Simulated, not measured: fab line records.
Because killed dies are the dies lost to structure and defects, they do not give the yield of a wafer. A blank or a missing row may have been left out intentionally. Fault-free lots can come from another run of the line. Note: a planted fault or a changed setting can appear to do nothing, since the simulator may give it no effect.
Which of the tools did it? | flow sky130 | Sampling: 12 lots, 36 wafers, 5 of 708 route steps

## WHAT THE GAUGES SHOWED, per wafer
SKY_FIELD_ISO_THK_MEAS_02.
lot  | measured    | on           | FIELD_ISO_OXIDATION_00_THK (nm)
L229 | day 1 11:38 | filmMetro-02 | 11.98 11.94 12.04
L233 | day 2 08:09 | filmMetro-01 | 12.17 11.87 12.11
L234 | day 2 14:11 | filmMetro-02 | 11.61 11.54 11.52
L235 | day 2 18:23 | filmMetro-02 | 12.21 12.13 11.99
L236 | day 3 00:02 | filmMetro-01 | 12.02 12.08 12.07
L237 | day 3 03:38 | filmMetro-03 | 11.89 12.24 11.98
L240 | day 3 18:38 | filmMetro-03 | 12.15 12.39 12.12
L241 | day 3 23:40 | filmMetro-02 | 11.89 12.04 12.12
L242 | day 4 04:46 | filmMetro-03 | 11.75 11.81 11.68
L248 | day 5 11:22 | filmMetro-02 | 11.89 12.02 12.14
L249 | day 5 16:37 | filmMetro-03 | 11.90 11.89 12.11
L252 | day 6 08:14 | filmMetro-03 | 11.85 11.76 11.82

SKY_VT_ADJUST_LVTN_TW_MEAS_21.
lot  | measured     | on           | VT_ADJUST_LVTN_2_TW
L229 | day 7 14:02  | filmMetro-03 | 187.7 188.5 188.4
L233 | day 8 17:59  | filmMetro-02 | 188.9 190.0 190.2
L234 | day 9 12:51  | filmMetro-03 | 189.3 189.5 190.6
L235 | day 9 11:09  | filmMetro-02 | 189.2 189.5 189.3
L236 | day 9 19:48  | filmMetro-03 | 189.7 189.0 189.7
L237 | day 10 00:59 | filmMetro-03 | 187.0 186.3 186.5
L240 | day 10 23:12 | filmMetro-03 | 228.2 227.6 227.1
L241 | day 11 03:41 | filmMetro-04 | 186.8 188.9 188.0
L242 | day 11 08:21 | filmMetro-03 | 187.7 187.6 188.0
L248 | day 13 04:26 | filmMetro-02 | 190.0 189.4 188.6
L249 | day 13 10:23 | filmMetro-03 | 228.0 227.7 228.5
L252 | day 14 04:19 | filmMetro-04 | 186.3 185.1 185.8

SKY_GATE_OXIDE_OVL_MEAS_10.
lot  | measured     | on         | GATE_OXIDE_OVL (nm)
L229 | day 13 12:23 | overlay-02 | -0.3 0.0 -1.8
L233 | day 14 23:26 | overlay-01 | -1.1 -0.3 -3.0
L234 | day 15 23:37 | overlay-01 | 1.9 0.3 0.8
L235 | day 15 21:46 | overlay-01 | 1.2 -0.3 0.7
L236 | day 16 10:37 | overlay-02 | 0.3 3.1 1.0
L237 | day 16 14:50 | overlay-02 | -0.2 -2.2 -0.6
L240 | day 17 20:26 | overlay-02 | 1.2 1.6 1.5
L241 | day 18 03:34 | overlay-01 | -0.2 0.4 2.5
L242 | day 18 11:59 | overlay-02 | -1.0 -0.9 1.2
L248 | day 20 17:52 | overlay-01 | -1.5 -2.5 -0.5
L249 | day 21 05:28 | overlay-01 | 1.0 1.4 1.7
L252 | day 21 20:26 | overlay-01 | 0.6 0.2 0.7

## EACH LOT AND THE TOOL THAT RAN IT (in order: tool; ch and the chambers of the sampled wafers; start)
lot  | SKY_FIELD_ISO_ETCH_17          | SKY_VT_ADJUST_LVTN_IMPLANT_19
L229 | rieSi-02 ch 0,1,2, day 2 03:44 | implanter-04 ch 0, day 7 13:47
L233 | rieSi-01 ch 1,2,3, day 3 01:13 | implanter-02 ch 0, day 8 17:45
L234 | rieSi-02 ch 0,2,3, day 3 13:38 | implanter-01 ch 0, day 9 12:36
L235 | rieSi-01 ch 1,2,3, day 3 13:25 | implanter-01 ch 0, day 9 10:54
L236 | rieSi-01 ch 0,2,3, day 3 20:29 | implanter-04 ch 0, day 9 19:33
L237 | rieSi-01 ch 0,2,3, day 4 01:44 | implanter-02 ch 0, day 10 00:45
L240 | rieSi-02 ch 0,2,3, day 4 17:28 | implanter-01 ch 0, day 10 22:39
L241 | rieSi-01 ch 0,1,3, day 4 20:50 | implanter-04 ch 0, day 11 03:28
L242 | rieSi-02 ch 0,1,3, day 5 00:38 | implanter-01 ch 0, day 11 08:06
L248 | rieSi-01 ch 0,1,3, day 6 08:55 | implanter-04 ch 0, day 13 04:12
L249 | rieSi-01 ch 0,1, day 6 13:49   | implanter-01 ch 0, day 13 09:49
L252 | rieSi-02 ch 0,1,3, day 7 05:41 | implanter-04 ch 0, day 14 04:04
- SKY_FIELD_ISO_ETCH_17: etches Si in HBr/Cl2/O2, target depth 342 nm, time 97.7 s.
- SKY_VT_ADJUST_LVTN_IMPLANT_19

## WHAT THE TOOLS THEMSELVES READ (means of the sampled wafers that have a number; where no wafer has one, the mark that the record gives instead)
SKY_FIELD_ISO_ETCH_17.
lot  | tool     | drypumpMotorCurrentA (A) | mfcCl2Sccm (sccm) | oesProductAu (a.u.) | throttleValvePct (%)
L229 | rieSi-02 | 5.8                      | 40.12             | 0.993               | 25.657
L233 | rieSi-01 | 6.2                      | 40.02             | 0.993               | 25.661
L234 | rieSi-02 | 5.9                      | 40.05             | 1.008               | 25.659
L235 | rieSi-01 | 6.2                      | 39.88             | 0.992               | 25.664
L236 | rieSi-01 | 6.2                      | 40.10             | 0.991               | 25.670
L237 | rieSi-01 | 6.2                      | 39.95             | 0.992               | 25.661
L240 | rieSi-02 | 5.9                      | 39.98             | 1.003               | 25.654
L241 | rieSi-01 | 6.1                      | 39.88             | 0.998               | 25.659
L242 | rieSi-02 | 5.5                      | 40.07             | 1.003               | 25.653
L248 | rieSi-01 | 6.1                      | 40.09             | 1.000               | 25.661
L249 | rieSi-01 | 6.2                      | 40.19             | 0.997               | 25.658
L252 | rieSi-02 | 5.4                      | 40.16             | 1.002               | 25.652

SKY_VT_ADJUST_LVTN_IMPLANT_19.
lot  | tool         | faradayCurrentUA
L229 | implanter-04 | 3.66
L233 | implanter-02 | 3.67
L234 | implanter-01 | 3.65
L235 | implanter-01 | 3.68
L236 | implanter-04 | 3.64
L237 | implanter-02 | 3.67
L240 | implanter-01 | 3.70
L241 | implanter-04 | 3.65
L242 | implanter-01 | 3.60
L248 | implanter-04 | 3.66
L249 | implanter-01 | 3.69
L252 | implanter-04 | 3.73

## THE ANSWER, worked out from the rows above alone
Rule: the usual values come from the lots themselves. The widest of any qualifying gaps counts: lots, ordered by their means at a reading, are off when they make up no more than a third of the lots, leave a main group of 4 or more, and stand apart from it by 3 or more times the standard deviation of that group's means. Not used: any main group whose means are identical at the precision the tables above print for the reading. A lot without any number at a reading at which 4 lots or more have one is off too. All remaining lots with rows at the step are treated as sound. After the gauges, taken in route order, come the tools' own readings; for these a lot's mean is taken, as printed above. The first step at which some lot is off is used, and at that step the reading that is off furthest; a lot without a number counts as furthest.
Off: L240, L249, seen at SKY_VT_ADJUST_LVTN_TW_MEAS_21 (VT_ADJUST_LVTN_2_TW). Mean 188.4 and standard deviation 1.3 in the main group.
If a tool, at a process step before that reading, ran all the lots that are off and no sound lot after the first of them, it fits. Gauges at SKY_VT_ADJUST_LVTN_TW_MEAS_21: tried the same way as those tools. Not one of the candidates tried fits.

## WHAT THE SIMULATOR HAD INSERTED
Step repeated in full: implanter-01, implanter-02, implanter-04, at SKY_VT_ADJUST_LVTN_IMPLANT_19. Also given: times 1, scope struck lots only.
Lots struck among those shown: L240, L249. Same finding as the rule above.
